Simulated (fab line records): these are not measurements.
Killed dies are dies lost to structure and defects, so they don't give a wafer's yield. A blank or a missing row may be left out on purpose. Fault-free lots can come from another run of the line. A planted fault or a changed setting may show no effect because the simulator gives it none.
The tool behind it: which one? || flow gf180mcu || Sampling: 12 lots, 36 wafers, 5 of 602 route steps

## WHAT THE GAUGES SHOWED, per wafer
GF_V4_THK_MEAS_03.
{"lot": "L277", "measured": "day 23 11:03", "on": "film metro-04", "V4_CVD_02_THK (nm)": "844 872 854"}
{"lot": "L280", "measured": "day 24 06:22", "on": "film metro-03", "V4_CVD_02_THK (nm)": "842 844 861"}
{"lot": "L283", "measured": "day 25 16:02", "on": "film metro-02", "V4_CVD_02_THK (nm)": "848 861 861"}
{"lot": "L284", "measured": "day 26 00:24", "on": "film metro-03", "V4_CVD_02_THK (nm)": "858 865 859"}
{"lot": "L285", "measured": "day 26 18:15", "on": "film metro-04", "V4_CVD_02_THK (nm)": "844 845 857"}
{"lot": "L288", "measured": "day 27 16:12", "on": "film metro-04", "V4_CVD_02_THK (nm)": "866 861 864"}
{"lot": "L289", "measured": "day 27 16:38", "on": "film metro-04", "V4_CVD_02_THK (nm)": "860 861 856"}
{"lot": "L290", "measured": "day 28 03:29", "on": "film metro-03", "V4_CVD_02_THK (nm)": "750 778 779"}
{"lot": "L294", "measured": "day 29 03:58", "on": "film metro-02", "V4_CVD_02_THK (nm)": "761 783 777"}
{"lot": "L297", "measured": "day 29 18:03", "on": "film metro-02", "V4_CVD_02_THK (nm)": "837 841 856"}
{"lot": "L298", "measured": "day 30 02:18", "on": "film metro-03", "V4_CVD_02_THK (nm)": "837 854 845"}
{"lot": "L300", "measured": "day 30 11:51", "on": "film metro-03", "V4_CVD_02_THK (nm)": "846 864 859"}

## WHICH TOOL RAN EACH LOT (tool, then ch and the chambers of the sampled wafers, then the start)
{"lot": "L277", "GF_V3_CMP_26": "cmp-01 ch 1,3, day 22 10:35", "GF_M4_SPUTTER_00": "pvd sputter-01, day 22 10:50", "GF_M4_SPUTTER_03": "pvd sputter-01, day 22 10:59", "GF_V4_CVD_02": "pecvd-04 ch 0,2, day 23 10:58"}
{"lot": "L280", "GF_V3_CMP_26": "cmp-02 ch 0,1,2, day 23 06:23", "GF_M4_SPUTTER_00": "pvd sputter-01, day 23 06:41", "GF_M4_SPUTTER_03": "pvd sputter-01, day 23 06:50", "GF_V4_CVD_02": "pecvd-01 ch 1,2, day 24 06:18"}
{"lot": "L283", "GF_V3_CMP_26": "cmp-01 ch 0,2, day 24 17:33", "GF_M4_SPUTTER_00": "pvd sputter-02, day 24 17:48", "GF_M4_SPUTTER_03": "pvd sputter-02, day 24 17:58", "GF_V4_CVD_02": "pecvd-02 ch 0,1, day 25 15:58"}
{"lot": "L284", "GF_V3_CMP_26": "cmp-01 ch 2,3, day 25 01:19", "GF_M4_SPUTTER_00": "pvd sputter-01, day 25 01:37", "GF_M4_SPUTTER_03": "pvd sputter-01, day 25 01:47", "GF_V4_CVD_02": "pecvd-02 ch 0,1,2, day 26 00:20"}
{"lot": "L285", "GF_V3_CMP_26": "cmp-02 ch 2,3, day 25 20:15", "GF_M4_SPUTTER_00": "pvd sputter-03, day 25 20:33", "GF_M4_SPUTTER_03": "pvd sputter-03, day 25 20:43", "GF_V4_CVD_02": "pecvd-02 ch 0,1,2, day 26 18:10"}
{"lot": "L288", "GF_V3_CMP_26": "cmp-02 ch 1,2, day 26 18:05", "GF_M4_SPUTTER_00": "pvd sputter-02, day 26 18:20", "GF_M4_SPUTTER_03": "pvd sputter-02, day 26 18:30", "GF_V4_CVD_02": "pecvd-04 ch 0,1,2, day 27 16:08"}
{"lot": "L289", "GF_V3_CMP_26": "cmp-01 ch 0,3, day 26 19:00", "GF_M4_SPUTTER_00": "pvd sputter-02, day 26 19:15", "GF_M4_SPUTTER_03": "pvd sputter-02, day 26 19:25", "GF_V4_CVD_02": "pecvd-02 ch 0,1,2, day 27 16:34"}
{"lot": "L290", "GF_V3_CMP_26": "cmp-02 ch 1,2,3, day 27 06:09", "GF_M4_SPUTTER_00": "pvd sputter-03, day 27 06:21", "GF_M4_SPUTTER_03": "pvd sputter-03, day 27 06:31", "GF_V4_CVD_02": "pecvd-04 ch 0,1,2, day 28 03:25"}
{"lot": "L294", "GF_V3_CMP_26": "cmp-02 ch 0,1,3, day 28 07:09", "GF_M4_SPUTTER_00": "pvd sputter-03, day 28 07:27", "GF_M4_SPUTTER_03": "pvd sputter-03, day 28 07:37", "GF_V4_CVD_02": "pecvd-04 ch 0,2, day 29 03:52"}
{"lot": "L297", "GF_V3_CMP_26": "cmp-02 ch 0,1,3, day 28 21:51", "GF_M4_SPUTTER_00": "pvd sputter-02, day 28 22:09", "GF_M4_SPUTTER_03": "pvd sputter-02, day 28 22:19", "GF_V4_CVD_02": "pecvd-02 ch 1,2, day 29 17:58"}
{"lot": "L298", "GF_V3_CMP_26": "cmp-02 ch 0,1,3, day 29 06:27", "GF_M4_SPUTTER_00": "pvd sputter-02, day 29 06:39", "GF_M4_SPUTTER_03": "pvd sputter-02, day 29 06:49", "GF_V4_CVD_02": "pecvd-02 ch 1,2, day 30 02:14"}
{"lot": "L300", "GF_V3_CMP_26": "cmp-01 ch 1,2,3, day 29 16:30", "GF_M4_SPUTTER_00": "pvd sputter-02, day 29 16:39", "GF_M4_SPUTTER_03": "pvd sputter-02, day 29 16:49", "GF_V4_CVD_02": "pecvd-02 ch 0,1, day 30 11:46"}
- GF_V3_CMP_26: polishes, stops on SiO2, t overpolish 15 s, target thk 0 nm.
- GF_M4_SPUTTER_00: material Ti, target thk 37.5 nm, time 150 s.
- GF_M4_SPUTTER_03: material Ti, target thk 10 nm, time 6.7 s.
- GF_V4_CVD_02: deposits SiO2 from TEOS, target thk 850 nm, time 94.851 s.

## AS READ BY THE TOOLS THEMSELVES (means over the sampled wafers that have a number; for cases with no such wafer, the mark the record gives instead)
GF_V3_CMP_26.
{"lot": "L277", "tool": "cmp-01", "motor current A (A)": 12.1, "overpolish run s (s)": 15.002, "time to endpoint s (s)": 84}
{"lot": "L280", "tool": "cmp-02", "motor current A (A)": 11.4, "overpolish run s (s)": 14.991, "time to endpoint s (s)": 81}
{"lot": "L283", "tool": "cmp-01", "motor current A (A)": 10.8, "overpolish run s (s)": 15.005, "time to endpoint s (s)": 96}
{"lot": "L284", "tool": "cmp-01", "motor current A (A)": 12.1, "overpolish run s (s)": 14.992, "time to endpoint s (s)": 83}
{"lot": "L285", "tool": "cmp-02", "motor current A (A)": 10.4, "overpolish run s (s)": 15.003, "time to endpoint s (s)": 86}
{"lot": "L288", "tool": "cmp-02", "motor current A (A)": 11.3, "overpolish run s (s)": 14.996, "time to endpoint s (s)": 84}
{"lot": "L289", "tool": "cmp-01", "motor current A (A)": 11.3, "overpolish run s (s)": 14.997, "time to endpoint s (s)": 86}
{"lot": "L290", "tool": "cmp-02", "motor current A (A)": 11.7, "overpolish run s (s)": 15.001, "time to endpoint s (s)": 85}
{"lot": "L294", "tool": "cmp-02", "motor current A (A)": 11.7, "overpolish run s (s)": 14.995, "time to endpoint s (s)": 84}
{"lot": "L297", "tool": "cmp-02", "motor current A (A)": 11.4, "overpolish run s (s)": 14.994, "time to endpoint s (s)": 84}
{"lot": "L298", "tool": "cmp-02", "motor current A (A)": 11.7, "overpolish run s (s)": 15.016, "time to endpoint s (s)": 85}
{"lot": "L300", "tool": "cmp-01", "motor current A (A)": 11.4, "overpolish run s (s)": 15.006, "time to endpoint s (s)": 90}

GF_M4_SPUTTER_00.
{"lot": "L277", "tool": "pvd sputter-01", "throttle valve pct (%)": 30.4}
{"lot": "L280", "tool": "pvd sputter-01", "throttle valve pct (%)": 29.5}
{"lot": "L283", "tool": "pvd sputter-02", "throttle valve pct (%)": 30.2}
{"lot": "L284", "tool": "pvd sputter-01", "throttle valve pct (%)": 28.8}
{"lot": "L285", "tool": "pvd sputter-03", "throttle valve pct (%)": 30.4}
{"lot": "L288", "tool": "pvd sputter-02", "throttle valve pct (%)": 30.0}
{"lot": "L289", "tool": "pvd sputter-02", "throttle valve pct (%)": 30.5}
{"lot": "L290", "tool": "pvd sputter-03", "throttle valve pct (%)": 29.3}
{"lot": "L294", "tool": "pvd sputter-03", "throttle valve pct (%)": 28.8}
{"lot": "L297", "tool": "pvd sputter-02", "throttle valve pct (%)": 30.1}
{"lot": "L298", "tool": "pvd sputter-02", "throttle valve pct (%)": 29.9}
{"lot": "L300", "tool": "pvd sputter-02", "throttle valve pct (%)": 30.8}

GF_M4_SPUTTER_03.
{"lot": "L277", "tool": "pvd sputter-01", "throttle valve pct (%)": 30.3}
{"lot": "L280", "tool": "pvd sputter-01", "throttle valve pct (%)": 29.4}
{"lot": "L283", "tool": "pvd sputter-02", "throttle valve pct (%)": 30.0}
{"lot": "L284", "tool": "pvd sputter-01", "throttle valve pct (%)": 28.7}
{"lot": "L285", "tool": "pvd sputter-03", "throttle valve pct (%)": 30.3}
{"lot": "L288", "tool": "pvd sputter-02", "throttle valve pct (%)": 30.1}
{"lot": "L289", "tool": "pvd sputter-02", "throttle valve pct (%)": 30.7}
{"lot": "L290", "tool": "pvd sputter-03", "throttle valve pct (%)": 29.4}
{"lot": "L294", "tool": "pvd sputter-03", "throttle valve pct (%)": 28.8}
{"lot": "L297", "tool": "pvd sputter-02", "throttle valve pct (%)": 30.2}
{"lot": "L298", "tool": "pvd sputter-02", "throttle valve pct (%)": 29.9}
{"lot": "L300", "tool": "pvd sputter-02", "throttle valve pct (%)": 30.8}

GF_V4_CVD_02.
{"lot": "L277", "tool": "pecvd-04", "heater power w (W)": 625}
{"lot": "L280", "tool": "pecvd-01", "heater power w (W)": 710}
{"lot": "L283", "tool": "pecvd-02", "heater power w (W)": 693}
{"lot": "L284", "tool": "pecvd-02", "heater power w (W)": 817}
{"lot": "L285", "tool": "pecvd-02", "heater power w (W)": 797}
{"lot": "L288", "tool": "pecvd-04", "heater power w (W)": 554}
{"lot": "L289", "tool": "pecvd-02", "heater power w (W)": 738}
{"lot": "L290", "tool": "pecvd-04", "heater power w (W)": 558}
{"lot": "L294", "tool": "pecvd-04", "heater power w (W)": 559}
{"lot": "L297", "tool": "pecvd-02", "heater power w (W)": 817}
{"lot": "L298", "tool": "pecvd-02", "heater power w (W)": 813}
{"lot": "L300", "tool": "pecvd-02", "heater power w (W)": 839}

## THE ANSWER, worked out from the rows above alone
Rule: usual is defined by the lots themselves. The widest of any qualifying gaps counts: lots, ordered by their means at a reading, are off when they make up no more than a third of the lots, leave a main group of 4 or more, and stand apart from it by 3 or more times the standard deviation of that group's means. A main group whose means are all the same, to the digits that the tables above print for the reading, isn't used. Also off: a lot with no number at a reading for which 4 or more lots have one. Any other lot the step has rows for is counted as sound. The gauges are gone through in route order, then the tools' own readings, and for those a lot's mean is taken as printed above. At the first step where some lot is off, the reading lying furthest off is the one used; lots without a number count as furthest.
Off: L290, L294, seen at GF_V4_THK_MEAS_03 (V4_CVD_02_THK). The main group has a mean of 854 nm with a standard deviation of 6.3.
A tool fits if, at a process step before that reading, it ran every lot that is off, and no sound lot after the first of them. Those tools and the gauges at GF_V4_THK_MEAS_03 are tried in the same way. Can't be told from this: 2 tools fit, pvd sputter-03 at GF_M4_SPUTTER_00 and GF_M4_SPUTTER_03, pecvd-04 at GF_V4_CVD_02.

## WHAT THE SIMULATOR HAD PUT IN
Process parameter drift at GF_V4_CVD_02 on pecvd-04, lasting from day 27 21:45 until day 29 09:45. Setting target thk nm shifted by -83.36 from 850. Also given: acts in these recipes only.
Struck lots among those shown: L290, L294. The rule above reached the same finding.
